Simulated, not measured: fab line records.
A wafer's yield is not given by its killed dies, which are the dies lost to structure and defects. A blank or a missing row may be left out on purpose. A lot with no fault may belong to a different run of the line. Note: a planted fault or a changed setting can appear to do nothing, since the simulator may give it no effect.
One fault through the eyes of 2 desks    flow gf180mcu    every desk sees just its own numbers, and what lay behind them comes last

== AT THE METROLOGY DESK ==
Means of the sampled wafers that have a number, per lot and without regard to the tool the lot ran on: this is what the gauges read. The brackets show how far a lot's mean lies from the usual mean; more than 4 standard deviations puts the lot out of limits, marked OUT.
Columns: A = V2_OVL at GF_V2_OVL_MEAS_15, usual -5 nm; B = cd nm at GF_M3_CD_MEAS_14, usual 279.6 nm
lot   first seen here  A   B
L448  day 20 10:34     -1  278.6
L449  day 20 22:40     -7  279.0
L451  day 21 19:46     -3  279.2
L452  day 22 03:22     -9  279.3
L454  day 22 19:20     -4  280.2
L456  day 23 17:58     -3  278.2
L457  day 23 23:28     -3  278.8
L461  day 25 03:34     -7  278.9
L462  day 25 17:25     -6  274.5 (-4.6) OUT
L463  day 25 22:55     -6  275.1 (-4.1) OUT
L464  day 26 04:42     -4  268.8 (-9.8) OUT
L467  day 27 08:12     -7  279.8
L469  day 27 18:54     -3  279.5
This desk finds L462, L463, L464 out of limits, L462 being first, at day 26 16:12 (cd nm at GF_M3_CD_MEAS_14). L448, L449, L451, L452, L454, L456, L457, L461, L467, L469: within limits.

== TOOL OWNER'S DESK, krf scanner-02 ==
The tool's own readings at GF_M3_EXPOSE_11 (exposes mask Metal3, target cd 280 nm): means of the sampled wafers that have a number, for each lot that ran on this tool. The brackets show how far a lot's mean lies from the usual mean; more than 4 standard deviations puts the lot out of limits, marked OUT.
Columns: A = focus offset nm at GF_M3_EXPOSE_11, usual 0.1 nm
lot   first seen here  A
L448  day 21 00:21     -0.2
L449  day 21 12:42     0.3
L451  day 22 09:47     0.6
L452  day 22 17:08     0.8
L456  day 24 06:17     -0.2
L457  day 24 12:44     0.6
L462  day 26 05:31     -0.2
L463  day 26 12:26     0.2
L464  day 26 17:07     0.4
Finding of this desk: none of the 9 lots has anything out of limits.

== TAKEN TOGETHER ==
On L462, L463, L464, the metrology desk was in a position to raise an alarm at day 26 16:12.
The tool owner's desk saw nothing out of limits.
On record at the tool owner's desk: L462, L463, L464, within its limits.
All the named lots went through GF_M3_EXPOSE_11 on krf scanner-02.

== WHAT HAD BEEN PUT IN BY THE SIMULATOR ==
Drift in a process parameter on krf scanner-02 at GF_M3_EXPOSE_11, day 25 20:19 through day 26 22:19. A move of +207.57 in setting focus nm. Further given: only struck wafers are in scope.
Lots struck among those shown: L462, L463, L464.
Time in hours between the start of the fault and the first out-of-limits reading at each desk: metrology desk, 20.
